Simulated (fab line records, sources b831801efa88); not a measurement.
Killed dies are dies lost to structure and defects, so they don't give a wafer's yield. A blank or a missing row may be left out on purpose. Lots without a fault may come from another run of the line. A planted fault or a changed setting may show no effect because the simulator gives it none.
One fault seen from 2 desks | flow gf180mcu | each desk has only its own numbers; what lay behind them comes last

THE METROLOGY DESK
What the gauges read, lot by lot, whatever tool the lot ran on: means of the sampled wafers that have a number. A lot is out of limits, marked OUT, if its mean lies more than 4 standard deviations from the usual mean; the brackets give that distance.
Columns: A = NWELL_RS at GF_VT_IMPLANT_RS_MEAS_47, usual 488.2 ohm/sq; B = CONTACT_OVL at GF_CONTACT_OVL_MEAS_15, usual -2 nm
lot  | first seen here | A     | B
L223 | day 7 21:50     | 488.3 | 2
L225 | day 8 06:26     | 487.5 | 10
L226 | day 8 12:00     | 492.5 | 1
L227 | day 9 01:29     | 486.3 | -8
L228 | day 9 02:05     | 487.1 | -5
L230 | day 9 10:59     | 486.8 | -5
L229 | day 9 12:37     | 489.5 | -0
L231 | day 9 13:32     | 487.7 | 0
L232 | day 9 23:32     | 488.6 | 5
L235 | day 10 21:09    | 484.9 | 3
L236 | day 11 02:22    | 483.9 | -8
L244 | day 13 07:50    | 487.7 | -1
L245 | day 13 14:14    | 488.3 | -2
L246 | day 13 19:30    | 488.9 | -10
This desk's finding: nothing out of limits on any of the 14 lots.

THE TOOL OWNER'S DESK: implanter-02
The tool's own readings at GF_NWELL_IMPLANT_08: means of the sampled wafers that have a number, for each lot that ran on this tool. A lot is out of limits, marked OUT, if its mean lies more than 4 standard deviations from the usual mean; the brackets give that distance.
Columns: A = beam_energy_keV at GF_NWELL_IMPLANT_08, usual 449.97
lot  | first seen here | A
L223 | day 3 16:49     | 450.07
L226 | day 4 04:04     | 449.95
L228 | day 4 10:10     | 449.95
L230 | day 4 22:22     | 449.96
L229 | day 4 23:58     | 450.13
L231 | day 5 01:13     | 449.96
L232 | day 5 08:55     | 449.85
L235 | day 6 00:04     | 471.60 (+99 or more) OUT
L236 | day 6 07:11     | 471.71 (+99 or more) OUT
This desk's finding: out of limits on L235, L236; first on L235, day 6 00:04 (beam_energy_keV at GF_NWELL_IMPLANT_08). In limits: L223, L226, L228, L230, L229, L231, L232.

PUT TOGETHER
The tool owner's desk could have raised an alarm at day 6 00:04, on L235, L236.
The metrology desk saw nothing out of limits.
The metrology desk has L235, L236 on record, within its limits.
Of the lots named, all ran GF_NWELL_IMPLANT_08 on implanter-02.

WHAT THE SIMULATOR HAD PUT IN
Process parameter drift: implanter-02, from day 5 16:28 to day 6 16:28, at GF_NWELL_IMPLANT_08. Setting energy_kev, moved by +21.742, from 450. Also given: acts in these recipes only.
Lots struck among those shown: L235, L236.
Hours from the fault's start to each desk's first reading out of limits: the tool owner's desk, 8.
